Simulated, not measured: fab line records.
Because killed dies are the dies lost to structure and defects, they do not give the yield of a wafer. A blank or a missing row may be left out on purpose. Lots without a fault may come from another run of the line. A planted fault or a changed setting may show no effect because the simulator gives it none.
Problem report in the 8D (eight disciplines) form, filled by code | flow gf180mcu | the parts of the form that need people (team, actions taken, sign-off) are left out

## 1. PROBLEM STATEMENT
Wafers free of any fault read 89.8 nm (standard deviation 0.88) for HV_LDD_CVD_56_THK at GF_HV_LDD_THK_MEAS_57, against a mean of 99.3 nm on 6 wafers of 2 lots. Relative to the usual mean, that is a shift of +11 standard deviations.
First seen on wafer L291.1, day 16 17:47, on film metro-03. At this step, 36 wafers from 12 lots have a number in the record. Rule for "out", or "out of limits": more than 4 standard deviations from the usual mean. All remaining wafers that have a number are taken as sound.

## 2. WHAT THIS IS AND IS NOT
question                    | is                     | is not
which readings at this step | HV_LDD_CVD_56_THK      | -
which lots                  | L291, L292             | L279, L280, L281, L282, L283, L284, L290, L300, L301, L302
which wafers of those lots  | all that have a number | -
read on which gauges        | film metro-03          | film metro-01, film metro-02
when                        | from day 16 17:47      | up to then (21 sound wafers); but 9 sound wafers of L300, L301, L302 came after

## 3. SUSPECTS, AND WHAT RULES EACH OUT
Counting: a tool at a process step up to the reading stays a suspect if it ran every lot that is out and no sound lot after the first of them.
- the gauge at GF_HV_LDD_THK_MEAS_57 has been ruled out. All the wafers that are out were read on film metro-03, but those of them that GF_HV_LDD_ETCHBACK_58 has rows for are out there too, on other tools.
- rtp anneal-01 at GF_HV_LDD_RTA_52 (time 10 s): kept. All lots that are out passed through it, beginning with L291 at day 16 15:05, and no sound lot followed; its final sound lot before that point was L290 at day 16 03:41.
- lpcvd-01 at GF_HV_LDD_CVD_56 (deposits Si3N4 from DCS/NH3, target thk 90 nm, time 1543 s): kept. All lots that are out passed through it, beginning with L291 at day 16 16:21, and no sound lot followed; its final sound lot before that point was L290 at day 16 04:57.
What counting leaves: rtp anneal-01 at GF_HV_LDD_RTA_52 and lpcvd-01 at GF_HV_LDD_CVD_56.

## 4. THE CAUSE (what the simulator had put in)
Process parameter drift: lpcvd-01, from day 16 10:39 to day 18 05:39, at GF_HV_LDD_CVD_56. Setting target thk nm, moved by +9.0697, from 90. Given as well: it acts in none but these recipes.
2 suspects survive the count, and this tool is in that group.

## 5. THE EFFECT CHAIN, in route order
Each row: a reading where the mean over the struck wafers with a number is more than 3 standard deviations away from the usual. Scope: only readings with a usual standard deviation given in the record; hours: median across lots of the time from each lot's start at the first step in this table that gives one to its start at this step; sigmas: change in usual standard deviations.
hours | step                  | reading           | usual      | on struck wafers | change | sigmas
0     | GF_HV_LDD_THK_MEAS_57 | HV_LDD_CVD_56_THK | 89.8 nm    | 99.3             | +9.5   | +11
0     | GF_HV_LDD_ETCHBACK_58 | oes product au    | 0.842 a.u. | 0.892            | +0.050 | +7.7
The process steps in it:
- GF_HV_LDD_ETCHBACK_58: etches Si3N4 in CH3F/O2, stops on SiO2, time 100 s, target depth 90 nm.

## 6. HOW IT WOULD HAVE BEEN CAUGHT EARLIER
Counted from the fault's start at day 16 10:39, it took 7 hours until the first out-of-limits reading at a measuring or inspecting step in this record, taken at day 16 17:47.
Among the 2 lots that are out, L292 began GF_HV_LDD_CVD_56 on lpcvd-01 after day 16 17:47. Putting the tool on hold at that point would have spared it.
